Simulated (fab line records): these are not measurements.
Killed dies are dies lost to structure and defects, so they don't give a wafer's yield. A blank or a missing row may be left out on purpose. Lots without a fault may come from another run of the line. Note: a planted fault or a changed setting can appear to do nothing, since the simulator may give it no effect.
Split-lot trial || flow sfq_line || route with 325 steps; 5 lots, 23 wafers read

== THE SPLIT ==
At SFQ_TRILAYER_M7_ETCH_METAL_ETCH_180 (etches Nb in Cl2/Ar, stops on SiO2, target depth 240 nm, time 120 s), the setting icp_w was moved away from the recipe's 600 W on 9 of the 23 wafers read, by -4.1% to +11.2%. For the rest of the wafers, this setting stayed at what the recipe calls for.

Reading taken at the split's own step.

== THE READING ==
KrF_of_TRILAYER_M7_LITHO_COAT_177.thk_nm (the simulator's own value, which no gauge read), in nm, at SFQ_TRILAYER_M7_ETCH_METAL_ETCH_180 (etches Nb in Cl2/Ar, stops on SiO2, target depth 240 nm, time 120 s). There is no usual value for it anywhere in the file. Here, 14 wafers ran the recipe; their average is 381.0 nm with a standard deviation of 2.6 nm.

{"wafer": "L075.2", "tool, chamber at the split": "rie_metal-04, 1", "icp_w as run, W": 600, "against the recipe": "recipe", "KrF_of_TRILAYER_M7_LITHO_COAT_177.thk_nm, nm": 384.9, "against lot-mates on the recipe": "-"}
{"wafer": "L075.5", "tool, chamber at the split": "rie_metal-04, 1", "icp_w as run, W": 600, "against the recipe": "recipe", "KrF_of_TRILAYER_M7_LITHO_COAT_177.thk_nm, nm": 386.5, "against lot-mates on the recipe": "-"}
{"wafer": "L075.6", "tool, chamber at the split": "rie_metal-04, 0", "icp_w as run, W": 600, "against the recipe": "recipe", "KrF_of_TRILAYER_M7_LITHO_COAT_177.thk_nm, nm": 382.1, "against lot-mates on the recipe": "-"}
{"wafer": "L078.1", "tool, chamber at the split": "rie_metal-03, 0", "icp_w as run, W": 600, "against the recipe": "recipe", "KrF_of_TRILAYER_M7_LITHO_COAT_177.thk_nm, nm": 382.1, "against lot-mates on the recipe": "-"}
{"wafer": "L078.2", "tool, chamber at the split": "rie_metal-03, 1", "icp_w as run, W": 600, "against the recipe": "recipe", "KrF_of_TRILAYER_M7_LITHO_COAT_177.thk_nm, nm": 379.6, "against lot-mates on the recipe": "-"}
{"wafer": "L078.3", "tool, chamber at the split": "rie_metal-03, 0", "icp_w as run, W": 576.6, "against the recipe": "-3.9%", "KrF_of_TRILAYER_M7_LITHO_COAT_177.thk_nm, nm": 386.2, "against lot-mates on the recipe": "+5.8"}
{"wafer": "L078.4", "tool, chamber at the split": "rie_metal-03, 1", "icp_w as run, W": 600, "against the recipe": "recipe", "KrF_of_TRILAYER_M7_LITHO_COAT_177.thk_nm, nm": 379.4, "against lot-mates on the recipe": "-"}
{"wafer": "L078.5", "tool, chamber at the split": "rie_metal-03, 1", "icp_w as run, W": 576.6, "against the recipe": "-3.9%", "KrF_of_TRILAYER_M7_LITHO_COAT_177.thk_nm, nm": 384.3, "against lot-mates on the recipe": "+3.9"}
{"wafer": "L081.1", "tool, chamber at the split": "rie_metal-02, 1", "icp_w as run, W": 600, "against the recipe": "recipe", "KrF_of_TRILAYER_M7_LITHO_COAT_177.thk_nm, nm": 382.9, "against lot-mates on the recipe": "-"}
{"wafer": "L081.2", "tool, chamber at the split": "rie_metal-02, 0", "icp_w as run, W": 630.4, "against the recipe": "+5.1%", "KrF_of_TRILAYER_M7_LITHO_COAT_177.thk_nm, nm": 370.1, "against lot-mates on the recipe": -9.5}
{"wafer": "L081.3", "tool, chamber at the split": "rie_metal-02, 1", "icp_w as run, W": 630.4, "against the recipe": "+5.1%", "KrF_of_TRILAYER_M7_LITHO_COAT_177.thk_nm, nm": 374.1, "against lot-mates on the recipe": -5.5}
{"wafer": "L081.4", "tool, chamber at the split": "rie_metal-02, 0", "icp_w as run, W": 630.4, "against the recipe": "+5.1%", "KrF_of_TRILAYER_M7_LITHO_COAT_177.thk_nm, nm": 370.9, "against lot-mates on the recipe": -8.7}
{"wafer": "L081.5", "tool, chamber at the split": "rie_metal-02, 0", "icp_w as run, W": 600, "against the recipe": "recipe", "KrF_of_TRILAYER_M7_LITHO_COAT_177.thk_nm, nm": 376.3, "against lot-mates on the recipe": "-"}
{"wafer": "L083.2", "tool, chamber at the split": "rie_metal-02, 1", "icp_w as run, W": 575.3, "against the recipe": "-4.1%", "KrF_of_TRILAYER_M7_LITHO_COAT_177.thk_nm, nm": 387.1, "against lot-mates on the recipe": "+7.7"}
{"wafer": "L083.3", "tool, chamber at the split": "rie_metal-02, 0", "icp_w as run, W": 600, "against the recipe": "recipe", "KrF_of_TRILAYER_M7_LITHO_COAT_177.thk_nm, nm": 377.9, "against lot-mates on the recipe": "-"}
{"wafer": "L083.4", "tool, chamber at the split": "rie_metal-02, 1", "icp_w as run, W": 600, "against the recipe": "recipe", "KrF_of_TRILAYER_M7_LITHO_COAT_177.thk_nm, nm": 381, "against lot-mates on the recipe": "-"}
{"wafer": "L083.5", "tool, chamber at the split": "rie_metal-02, 1", "icp_w as run, W": 575.3, "against the recipe": "-4.1%", "KrF_of_TRILAYER_M7_LITHO_COAT_177.thk_nm, nm": 388.3, "against lot-mates on the recipe": "+8.9"}
{"wafer": "L083.6", "tool, chamber at the split": "rie_metal-02, 0", "icp_w as run, W": 600, "against the recipe": "recipe", "KrF_of_TRILAYER_M7_LITHO_COAT_177.thk_nm, nm": 379.4, "against lot-mates on the recipe": "-"}
{"wafer": "L085.1", "tool, chamber at the split": "rie_metal-02, 0", "icp_w as run, W": 667, "against the recipe": "+11.2%", "KrF_of_TRILAYER_M7_LITHO_COAT_177.thk_nm, nm": 366.4, "against lot-mates on the recipe": -14.1}
{"wafer": "L085.2", "tool, chamber at the split": "rie_metal-02, 1", "icp_w as run, W": 600, "against the recipe": "recipe", "KrF_of_TRILAYER_M7_LITHO_COAT_177.thk_nm, nm": 381.1, "against lot-mates on the recipe": "-"}
{"wafer": "L085.3", "tool, chamber at the split": "rie_metal-02, 0", "icp_w as run, W": 600, "against the recipe": "recipe", "KrF_of_TRILAYER_M7_LITHO_COAT_177.thk_nm, nm": 380.3, "against lot-mates on the recipe": "-"}
{"wafer": "L085.5", "tool, chamber at the split": "rie_metal-02, 0", "icp_w as run, W": 600, "against the recipe": "recipe", "KrF_of_TRILAYER_M7_LITHO_COAT_177.thk_nm, nm": 380, "against lot-mates on the recipe": "-"}
{"wafer": "L085.6", "tool, chamber at the split": "rie_metal-02, 1", "icp_w as run, W": 667, "against the recipe": "+11.2%", "KrF_of_TRILAYER_M7_LITHO_COAT_177.thk_nm, nm": 367.6, "against lot-mates on the recipe": -12.9}

FIT RESULTS
A straight line over all 23 wafers: KrF_of_TRILAYER_M7_LITHO_COAT_177.thk_nm changes by -1.38 nm for each +1% of icp_w; r = -0.92; the points scatter about the line by 2.5 nm.
The same after taking each lot's own level away (the mean of its wafers on the recipe; 23 wafers): -1.36 nm for each +1%; r = -0.95; scatter 1.9 nm.
That fit puts the effect of the largest move of icp_w on the reading at 15 nm.
From 379.43 to 384.50 nm: that is the span of the lots' own levels, equal to 2.0 times the standard deviation above.
The two slopes agree, so the slope changes little with the lot-to-lot level.
Check: with one of the wafers moved furthest among these (+11.2%) left out of the fit, the line predicts -15.4 nm for it against its lot-mates. It came out at -14.1 nm against them.

== FURTHER SPLITS ON THESE WAFERS ==
Other splits were also applied to these wafers ahead of the reading. Each is held against what the fit with the lots' levels taken away leaves over:
{"other split on the same wafers": "SFQ_TRILAYER_I6_DEP_PECVD_165 time_s", "wafers away from the commonest value": 9, "r with KrF_of_TRILAYER_M7_LITHO_COAT_177.thk_nm (lot level and that fit taken away)": "+0.12"}
{"other split on the same wafers": "SFQ_TRILAYER_I6_VIA_LITHO_EXPOSE_170 dose_mj", "wafers away from the commonest value": 9, "r with KrF_of_TRILAYER_M7_LITHO_COAT_177.thk_nm (lot level and that fit taken away)": "+0.28"}

== THE FILE'S OWN FIT ==
KrF_of_TRILAYER_M7_LITHO_COAT_177.thk_nm changes by -1.33 nm for each +1% of icp_w, r = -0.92.
